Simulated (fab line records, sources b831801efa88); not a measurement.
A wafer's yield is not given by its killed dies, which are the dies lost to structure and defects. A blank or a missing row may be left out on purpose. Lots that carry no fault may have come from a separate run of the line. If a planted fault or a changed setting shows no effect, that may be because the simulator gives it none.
Shared-tool check ; flow sky130 ; Sampled: 9 lots, 39 wafers

## REASON IT WAS OPENED
SKY_CAPM_RS_MEAS_03, reading CAPM_TIN_RS: flagged on 4 of 9 lots. No-fault wafers: 6.92 ohm/sq, standard deviation 0.073.
Rule: flag the lot when none of its wafers has a number, or when each of its wafers that has one lies beyond 4 standard deviations from that mean. As for the other lots, they are considered sound.

lot;measured;on;CAPM_TIN_RS (ohm/sq), wafer by wafer;flag
L351;day 36 11:11;filmMetro-02;7.04 6.97 6.95;
L354;day 37 04:58;filmMetro-02;6.92 6.88 6.95;
L358;day 39 07:12;filmMetro-04;8.13 8.08 8.10 8.14 8.09 8.11;FLAGGED
L361;day 39 13:17;filmMetro-04;8.16 8.18 8.14 8.16 8.18 8.12;FLAGGED
L363;day 40 01:43;filmMetro-02;6.89 6.89 6.82;
L364;day 40 09:57;filmMetro-03;8.04 8.02 8.06 8.04 8.01 8.04;FLAGGED
L365;day 40 17:19;filmMetro-04;8.12 8.15 8.04 8.11 8.14 8.03;FLAGGED
L369;day 41 20:11;filmMetro-02;6.87 6.89 6.91;
L371;day 42 04:10;filmMetro-02;7.04 6.95 7.01;
The numbers of the flagged lots are 8.10 ohm/sq on average: +1.18 ohm/sq against the usual, or +16 standard deviations.

## TOOL THAT RAN EACH LOT
3 process steps preceding the reading are held in the record, out of 708 steps in the route. In each cell: the tool, then ch and the chambers that the sampled wafers went through, then the start.
lot;flag;SKY_VIA2_CMP_24;SKY_METAL3_SPUTTER_03;SKY_CAPM_SPUTTER_02
L351;;cmp-02 ch 1,2,3, day 36 10:32;pvdSputter-02, day 36 10:55;pvdSputter-04, day 36 11:04
L354;;cmp-02 ch 0,1,2, day 37 04:25;pvdSputter-01, day 37 04:39;pvdSputter-04, day 37 04:48
L358;FLAGGED;cmp-01 ch 0,1, day 39 06:33;pvdSputter-02, day 39 06:56;pvdSputter-04, day 39 07:05
L361;FLAGGED;cmp-02 ch 1,2,3, day 39 12:39;pvdSputter-02, day 39 12:59;pvdSputter-04, day 39 13:08
L363;;cmp-02 ch 0,1,3, day 40 01:07;pvdSputter-02, day 40 01:23;pvdSputter-01, day 40 01:35
L364;FLAGGED;cmp-01 ch 1,3, day 40 09:20;pvdSputter-01, day 40 09:40;pvdSputter-04, day 40 09:49
L365;FLAGGED;cmp-01 ch 0,1, day 40 16:38;pvdSputter-01, day 40 17:02;pvdSputter-04, day 40 17:11
L369;;cmp-02 ch 1,2,3, day 41 19:33;pvdSputter-01, day 41 19:56;pvdSputter-02, day 41 20:05
L371;;cmp-02 ch 1,2, day 42 03:30;pvdSputter-03, day 42 03:53;pvdSputter-02, day 42 04:02
What these steps do:
- SKY_VIA2_CMP_24: polishes, stops on SiO2, t overpolish 20 s, target thk 0 nm.
- SKY_METAL3_SPUTTER_03: material Ti, target thk 5 nm, time 3.3 s.
- SKY_CAPM_SPUTTER_02: material TiN, target thk 200 nm, time 166.7 s.
- SKY_CAPM_RS_MEAS_03: measures by four-point-probe.

## FLAGGED AGAINST TOTAL, ONE TOOL AT A TIME (gauges that did the reading follow at the end)
step;tool;lots run;flagged;share of the flagged lots;sound lots run after its first flagged lot
SKY_VIA2_CMP_24;cmp-01;3;3;some;0
SKY_VIA2_CMP_24;cmp-02;6;1;some;3 (L363,L369,L371)
SKY_METAL3_SPUTTER_03;pvdSputter-01;4;2;some;1 (L369)
SKY_METAL3_SPUTTER_03;pvdSputter-02;4;2;some;1 (L363)
SKY_METAL3_SPUTTER_03;pvdSputter-03;1;0;none;-
SKY_CAPM_SPUTTER_02;pvdSputter-01;1;0;none;-
SKY_CAPM_SPUTTER_02;pvdSputter-02;2;0;none;-
SKY_CAPM_SPUTTER_02;pvdSputter-04;6;4;all;0
SKY_CAPM_RS_MEAS_03;filmMetro-02;5;0;none;-
SKY_CAPM_RS_MEAS_03;filmMetro-03;1;1;some;0
SKY_CAPM_RS_MEAS_03;filmMetro-04;3;3;some;0

## WHAT THE TABLE ALLOWS
1 row of the table ran every flagged lot: pvdSputter-04 at SKY_CAPM_SPUTTER_02.
- pvdSputter-04 at SKY_CAPM_SPUTTER_02: 4 of its 6 lots flagged. It ran its last sound lot, L354, at day 37 04:48 and its first flagged lot, L358, at day 39 07:05: a fault with its onset between the two fits.
pvdSputter-04 at SKY_CAPM_SPUTTER_02 is the single tool remaining.

## WHAT THE SIMULATOR HAD PUT IN
Site profile drift: pvdSputter-04, from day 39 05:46 on, at SKY_CAPM_SPUTTER_02. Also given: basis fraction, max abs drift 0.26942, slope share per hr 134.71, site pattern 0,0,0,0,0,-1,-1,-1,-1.
Lots struck among those shown: L358, L361, L364, L365. The same result came from the rule above.
